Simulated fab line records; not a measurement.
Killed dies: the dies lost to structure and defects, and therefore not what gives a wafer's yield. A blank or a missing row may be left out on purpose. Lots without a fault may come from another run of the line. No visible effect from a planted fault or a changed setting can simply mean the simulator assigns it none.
The tool behind it: which one?	flow sky130	36 wafers from 12 lots sampled at 4 of the route's 708 steps

## WHAT THE GAUGES READ, wafer by wafer
No reading from a measuring or inspecting step in the record can be judged against a usual standard deviation.

## WHAT TOOL EACH LOT RAN ON (gives the tool, then ch and the chambers of the sampled wafers, and finally the start)
lot	SKY_METAL3_METAL_ETCH_18	SKY_VIA3_ETCH_15	SKY_METAL4_SPUTTER_02	SKY_PAD_OPEN_PROBE_99
L546	rieMetal-01 ch 0,1, day 38 21:07	rieDiel-03 ch 1,3, day 39 23:38	pvdSputter-02, day 40 01:00	prober-02, day 45 23:25
L547	rieMetal-04 ch 0,1, day 39 07:28	rieDiel-04 ch 1,2, day 40 09:10	pvdSputter-02, day 40 10:34	prober-01, day 46 09:41
L551	rieMetal-01 ch 0,1, day 40 12:46	rieDiel-02 ch 0,2,3, day 41 13:53	pvdSputter-04, day 41 15:17	prober-01, day 47 08:50
L552	rieMetal-04 ch 0,1, day 41 01:58	rieDiel-02 ch 1,2, day 42 03:40	pvdSputter-02, day 42 05:08	prober-01, day 47 22:46
L554	rieMetal-04 ch 0,1, day 41 06:59	rieDiel-02 ch 1,2,3, day 42 08:32	pvdSputter-01, day 42 09:56	prober-02, day 48 01:08
L557	rieMetal-01 ch 0,1, day 42 09:41	rieDiel-04 ch 1,2, day 43 10:10	pvdSputter-02, day 43 11:32	prober-01, day 48 22:30
L562	rieMetal-01 ch 0,1, day 43 14:23	rieDiel-02 ch 0,1,2, day 44 14:43	pvdSputter-01, day 44 16:07	prober-02, day 49 21:15
L563	rieMetal-04 ch 0,1, day 43 21:05	rieDiel-02 ch 0,1,3, day 44 20:37	pvdSputter-04, day 44 22:00	prober-01, day 50 01:44
L564	rieMetal-04 ch 0,1, day 44 02:37	rieDiel-02 ch 0,2,3, day 45 02:25	pvdSputter-02, day 45 03:50	prober-02, day 50 06:12
L566	rieMetal-01 ch 0,1, day 44 11:04	rieDiel-04 ch 0,2,3, day 45 10:08	pvdSputter-04, day 45 11:32	prober-02, day 50 12:31
L567	rieMetal-01 ch 0, day 44 17:55	rieDiel-02 ch 1,2, day 45 16:43	pvdSputter-04, day 45 18:07	prober-01, day 50 18:16
L568	rieMetal-03 ch 0,1, day 45 00:47	rieDiel-03 ch 1,3, day 45 23:10	pvdSputter-01, day 46 00:32	prober-02, day 50 21:31
- SKY_METAL3_METAL_ETCH_18: etches the open film in Cl2/BCl3, stops on SiO2, target depth 845 nm, time 183.1 s.
- SKY_VIA3_ETCH_15: etches SiO2 in C4F8/O2/Ar, stops on TiN, target depth 507 nm, time 78 s.
- SKY_METAL4_SPUTTER_02: material AlCu, target thk 735 nm, time 39.1 s.
- SKY_PAD_OPEN_PROBE_99

## AS READ BY THE TOOLS THEMSELVES (means over the sampled wafers that have a number; for cases with no such wafer, the mark the record gives instead)
SKY_METAL3_METAL_ETCH_18. Usual: drypumpMotorCurrentA 6.2 A, standard deviation 0.34; oesProductAu 0.864 a.u., standard deviation 0.0075; throttleValvePct 22.264 %, standard deviation 0.0093.
lot	tool	drypumpMotorCurrentA (A)	oesProductAu (a.u.)	throttleValvePct (%)	flag
L546	rieMetal-01	6.4	0.859	22.271	
L547	rieMetal-04	5.8	0.862	22.265	
L551	rieMetal-01	6.3	0.873	22.255	
L552	rieMetal-04	6.1	0.861	22.258	
L554	rieMetal-04	5.8	0.869	22.270	
L557	rieMetal-01	6.3	0.866	22.269	
L562	rieMetal-01	6.4	0.856	22.259	
L563	rieMetal-04	5.8	0.868	22.263	
L564	rieMetal-04	5.8	0.873	22.259	
L566	rieMetal-01	6.4	0.863	22.267	
L567	rieMetal-01	6.1	0.865	22.261	
L568	rieMetal-03	6.0	0.859	22.272	

SKY_VIA3_ETCH_15. Usual: oesProductAu reads 0.946 a.u. (standard deviation 0.0048).
lot	tool	oesProductAu (a.u.)	flag
L546	rieDiel-03	0.946	
L547	rieDiel-04	0.948	
L551	rieDiel-02	0.948	
L552	rieDiel-02	0.943	
L554	rieDiel-02	0.945	
L557	rieDiel-04	0.948	
L562	rieDiel-02	0.943	
L563	rieDiel-02	0.948	
L564	rieDiel-02	0.944	
L566	rieDiel-04	0.941	
L567	rieDiel-02	0.946	
L568	rieDiel-03	0.948	

SKY_METAL4_SPUTTER_02. Usual: cathodeDcPowerW 10600 W, standard deviation 1.9; chamberPressurePa 0.3999 Pa, standard deviation 0.00084; throttleValvePct 29.5 %, standard deviation 0.96.
lot	tool	cathodeDcPowerW (W)	chamberPressurePa (Pa)	throttleValvePct (%)	flag
L546	pvdSputter-02	10599	0.4001	29.5	
L547	pvdSputter-02	10602	0.4005	28.7	
L551	pvdSputter-04	10600	0.3996	29.1	
L552	pvdSputter-02	10599	0.3994	28.7	
L554	pvdSputter-01	10599	0.3991	31.0	
L557	pvdSputter-02	10602	0.4002	28.9	
L562	pvdSputter-01	-	-	-	OFF
L563	pvdSputter-04	-	-	-	OFF
L564	pvdSputter-02	-	-	-	OFF
L566	pvdSputter-04	10600	0.4004	29.5	
L567	pvdSputter-04	10598	0.4000	29.3	
L568	pvdSputter-01	10600	0.3997	30.9	

SKY_PAD_OPEN_PROBE_99. Usual: defectLimitedYield 82.2 %, standard deviation 2.2; killed_at_M0_to_M3 45, standard deviation 7.1; killed_at_M4_up 3.0, standard deviation 1.8; killedAtContacts 24, standard deviation 5.4; killedAtFrontEnd 16, standard deviation 4.9; killedAtOther 0.3, standard deviation 0.63; killedDies 88, standard deviation 11; killedOnRim 17, standard deviation 3.4; killedOpen 47, standard deviation 7.4; killedShort 40, standard deviation 7; sort_bin_3_pad_short 1.0 %, standard deviation 0.43; sort_bin_5_function 10.6 %, standard deviation 1.7; sort_bin_6_memory 6.3 %, standard deviation 1.1; sortNPass 404, standard deviation 11; sortYieldPct 82.2 %, standard deviation 2.2.
lot	tool	defectLimitedYield (%)	killed_at_M0_to_M3	killed_at_M4_up	killedAtContacts	killedAtFrontEnd	killedAtOther	killedDies	killedOnRim	killedOpen	killedShort	sort_bin_3_pad_short (%)	sort_bin_5_function (%)	sort_bin_6_memory (%)	sortNPass	sortYieldPct (%)	flag
L546	prober-02	81.2	52	3.0	21	16	0.7	92	16	53	38	1.1	10.9	6.7	400	81.2	
L547	prober-01	83.6	42	2.7	26	10	0.0	81	17	43	37	0.5	9.7	6.2	411	83.6	
L551	prober-01	83.4	40	2.3	22	18	0.7	82	14	42	39	1.4	9.8	5.4	410	83.4	
L552	prober-01	82.8	43	3.3	21	17	0.0	84	16	51	33	0.3	9.3	7.5	408	82.8	
L554	prober-02	83.5	46	3.3	19	12	0.3	81	18	45	37	0.9	10.1	5.6	411	83.5	
L557	prober-01	84.6	38	3.3	23	12	0.3	76	17	43	33	0.9	9.6	4.9	416	84.6	
L562	prober-02	0.0	51	408.0	21	12	0.3	492	96	45	41	1.0	92.4	6.6	0	0.0	OFF
L563	prober-01	0.0	34	418.0	26	14	0.0	492	96	43	35	0.7	93.1	6.2	0	0.0	OFF
L564	prober-02	0.0	46	390.7	34	20	0.7	492	96	55	48	0.9	90.8	8.3	0	0.0	OFF
L566	prober-02	80.2	44	4.0	24	24	1.0	98	19	54	43	1.0	11.4	7.4	394	80.2	
L567	prober-01	83.4	41	2.7	25	13	0.0	81	19	47	34	0.5	10.9	5.1	411	83.4	
L568	prober-02	81.5	42	3.0	29	16	0.7	91	17	50	41	0.7	10.7	7.0	401	81.5	

## THE ANSWER, worked out from the rows above alone
Rule: a lot counts as off when the mean over its wafers that have a number is more than 3 standard deviations away from the usual mean. Also off: a lot with no number at a reading for which 4 or more lots have one. Any other lot the step has rows for is counted as sound. Order of review: gauges by route order, followed by the tools' own readings, for which a lot's mean as printed above is used. At the first step where some lot is off, the reading lying furthest off is the one used; lots without a number count as furthest.
Off at SKY_METAL4_SPUTTER_02 (cathodeDcPowerW): L562, L563, L564. Without a number there: L562, L563, L564.
If a tool, at that step or one of the process steps before it, ran each lot that is off and ran no sound lot following the first of them, it fits. None of those tried fits.

## WHAT THE SIMULATOR HAD PUT IN
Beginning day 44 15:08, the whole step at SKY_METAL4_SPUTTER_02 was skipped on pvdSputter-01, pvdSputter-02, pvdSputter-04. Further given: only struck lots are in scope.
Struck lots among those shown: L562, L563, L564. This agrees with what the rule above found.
